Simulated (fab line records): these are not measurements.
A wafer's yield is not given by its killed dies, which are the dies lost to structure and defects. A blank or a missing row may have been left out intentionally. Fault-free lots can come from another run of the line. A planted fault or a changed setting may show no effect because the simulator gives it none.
Struck lot and sound lot, side by side + flow sky130 + 15 out of 708 route steps
Sound: the wafers L470.1, L470.5, L470.6. The struck wafers were L483.3, L483.5, L483.6. The cause comes at the end.
Per side, at each step with rows, come the tool, then ch with its chambers, and then its first start. Under that, the readings that differ: sound wafers + struck wafers + difference of the means + sigmas: that difference in standard deviations of wafers without a fault.
alike: same words and numbers on both sides, and readings whose means sit less than 2 such deviations apart. not compared: any withheld reading, any reading some wafer has no value for, any bound like >300 that may hide the same value, and any number with overlapping values for which the record gives no deviation.
A row with sigmas, a row that says differs or no value, or rows on one side alone: a step with any of these is where the two part. Numbers that don't overlap but have no deviation are shown without sigmas and don't part them. A reading that every wafer of one side lacks parts them only if that side has two wafers or more.

SKY_PWDE_STRIP_09: strips in O2/N2.
  sound on plasma asher-02 ch 0,1, day 3 21:46; struck on plasma asher-02 ch 0,1, day 6 22:21
| reading                      | sound             | struck            | difference | sigmas |
|------------------------------|-------------------|-------------------|------------|--------|
| strip time to endpoint s (s) | 37.15 37.24 37.30 | 37.55 37.56 37.44 | +0.29      | +2     |
  alike: drypump motor current A, oes product au
  not compared: rf hours counter h
SKY_PWDE_TW_MEAS_10:
  sound: film metro-01 at day 3 21:52; struck: film metro-03 at day 6 22:26
  alike: PWDE_TW
then, 7 steps without rows for these wafers: SKY_NWELL_DEHYDRATE_03 (time 60 s); SKY_NWELL_HMDS_04 (prime time 60 s); SKY_NWELL_COAT_05 (resist thk 3000 nm); SKY_NWELL_SOFTBAKE_06; SKY_NWELL_EXPOSE_07 (exposes mask NWM, target cd 840 nm); SKY_NWELL_PEB_08; SKY_NWELL_DEVELOP_09 (develop time 60 s).
SKY_NWELL_OVL_MEAS_10:
  sound: overlay-02 at day 4 14:07; struck: overlay-02 at day 7 18:28
  alike: NWELL_00_OVL
then, 2 steps without rows for these wafers: SKY_NWELL_IMPLANT_11; SKY_NWELL_IMPLANT_12.
SKY_NWELL_IMPLANT_13:
  sound on implanter-04 ch 0, day 4 14:28; struck on implanter-02 ch 0, day 7 18:51
| reading       | sound                        | struck                        | difference | sigmas |
|---------------|------------------------------|-------------------------------|------------|--------|
| dose ions cm2 | 6.98e+11 7.005e+11 6.983e+11 | 6.887e+11 6.886e+11 6.886e+11 | -1.030e+10 | -12    |
  alike: beam energy keV
SKY_NWELL_STRIP_14: strips in O2/N2.
  sound on plasma asher-02 ch 0,1, day 4 14:37; struck on plasma asher-01 ch 0,1, day 7 18:59
  alike: drypump motor current A, oes product au, strip time to endpoint s
  not compared: rf hours counter h
-- the record jumps here: 41 days lie between the struck wafers' starts before and after (it left off in module NWELL and takes up again in module PAD_OPEN, whose first step shown is number 708 of the route) --
SKY_PAD_OPEN_PROBE_99:
  sound: prober-01 at day 45 15:05; struck: prober-02 at day 49 02:07
  alike: killed_at_M0_to_M3, killed_at_M4_up, killed at contacts, killed at front end, killed at other, killed dies, killed open, killed short

## WHERE THEY PART
Last at SKY_NWELL_IMPLANT_13 as far as this record goes, first at SKY_PWDE_STRIP_09. Later steps at which nothing parts them and some readings are alike: SKY_NWELL_STRIP_14, SKY_PAD_OPEN_PROBE_99.

WHY: what had been put in by the simulator
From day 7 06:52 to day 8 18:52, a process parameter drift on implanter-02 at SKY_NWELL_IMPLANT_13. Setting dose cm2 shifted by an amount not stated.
